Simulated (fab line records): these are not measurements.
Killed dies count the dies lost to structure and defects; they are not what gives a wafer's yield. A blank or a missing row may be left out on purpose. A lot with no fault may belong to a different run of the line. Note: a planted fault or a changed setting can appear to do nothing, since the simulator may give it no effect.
The tool behind it: which one? / flow gf180mcu / 18 wafers from 6 lots sampled at 4 of the route's 602 steps

## WHAT EACH GAUGE READ, for each wafer
GF_PASSIVATION_THK_MEAS_01.
lot=L461; measured=day 28 14:44; on=film metro-04; PASSIVATION_CVD_00_THK (nm)=1000 1024 1026
lot=L463; measured=day 29 08:45; on=film metro-04; PASSIVATION_CVD_00_THK (nm)=992 1011 1028
lot=L465; measured=day 29 23:23; on=film metro-04; PASSIVATION_CVD_00_THK (nm)=993 1012 1020
lot=L467; measured=day 30 15:31; on=film metro-04; PASSIVATION_CVD_00_THK (nm)=994 1009 999
lot=L472; measured=day 31 22:58; on=film metro-01; PASSIVATION_CVD_00_THK (nm)=994 995 1009
lot=L477; measured=day 33 05:15; on=film metro-04; PASSIVATION_CVD_00_THK (nm)=997 1009 1009

## TOOL THAT RAN EACH LOT (tool first, then ch and the chambers of the sampled wafers, then the start)
lot=L461; GF_M3_STRIP_17=plasma asher-01 ch 0,1, day 22 01:28; GF_M5_METAL_ETCH_10=rie metal-03 ch 0,1, day 26 18:26; GF_V5_ETCH_17=rie diel-02 ch 0,2, day 28 14:44 or earlier
lot=L463; GF_M3_STRIP_17=plasma asher-02 ch 0,1, day 22 20:02; GF_M5_METAL_ETCH_10=rie metal-03 ch 0,1, day 27 14:20; GF_V5_ETCH_17=rie diel-01 ch 1,3, day 29 08:45 or earlier
lot=L465; GF_M3_STRIP_17=plasma asher-04 ch 0,1, day 23 14:39; GF_M5_METAL_ETCH_10=rie metal-03 ch 0, day 28 05:08; GF_V5_ETCH_17=rie diel-01 ch 1,2, day 29 23:23 or earlier
lot=L467; GF_M3_STRIP_17=plasma asher-01 ch 0,1, day 24 10:14; GF_M5_METAL_ETCH_10=rie metal-03 ch 1, day 28 22:32; GF_V5_ETCH_17=rie diel-01 ch 1,2,3, day 30 15:31 or earlier
lot=L472; GF_M3_STRIP_17=plasma asher-02 ch 0,1, day 25 22:34; GF_M5_METAL_ETCH_10=rie metal-03 ch 0,1, day 30 08:11; GF_V5_ETCH_17=rie diel-02 ch 0,1,2, day 31 22:58 or earlier
lot=L477; GF_M3_STRIP_17=plasma asher-01 ch 0, day 27 10:40; GF_M5_METAL_ETCH_10=rie metal-01 ch 0,1, day 31 16:20; GF_V5_ETCH_17=rie diel-04 ch 0,3, day 33 05:15 or earlier
- GF_M3_STRIP_17: strips in O2/N2.
- GF_M5_METAL_ETCH_10: etches the open film in Cl2/BCl3, stops on SiO2, target depth 750.8 nm, time 125.1 s.
- GF_V5_ETCH_17: etches SiO2 in C4F8/O2/Ar, stops on TiN, target depth 855 nm.

## THE ANSWER, worked out from the rows above alone
Rule: the lots themselves supply what counts as usual. The widest of any qualifying gaps counts: lots, ordered by their means at a reading, are off when they make up no more than a third of the lots, leave a main group of 4 or more, and stand apart from it by 3 or more times the standard deviation of that group's means. A main group whose means are all the same, to the digits that the tables above print for the reading, isn't used. A lot without any number at a reading at which 4 lots or more have one is off too. Where the step has rows for the other lots, those lots are counted as sound.
None of the lots is off at any reading shown; this tells nothing.

## WHAT HAD BEEN PUT IN BY THE SIMULATOR
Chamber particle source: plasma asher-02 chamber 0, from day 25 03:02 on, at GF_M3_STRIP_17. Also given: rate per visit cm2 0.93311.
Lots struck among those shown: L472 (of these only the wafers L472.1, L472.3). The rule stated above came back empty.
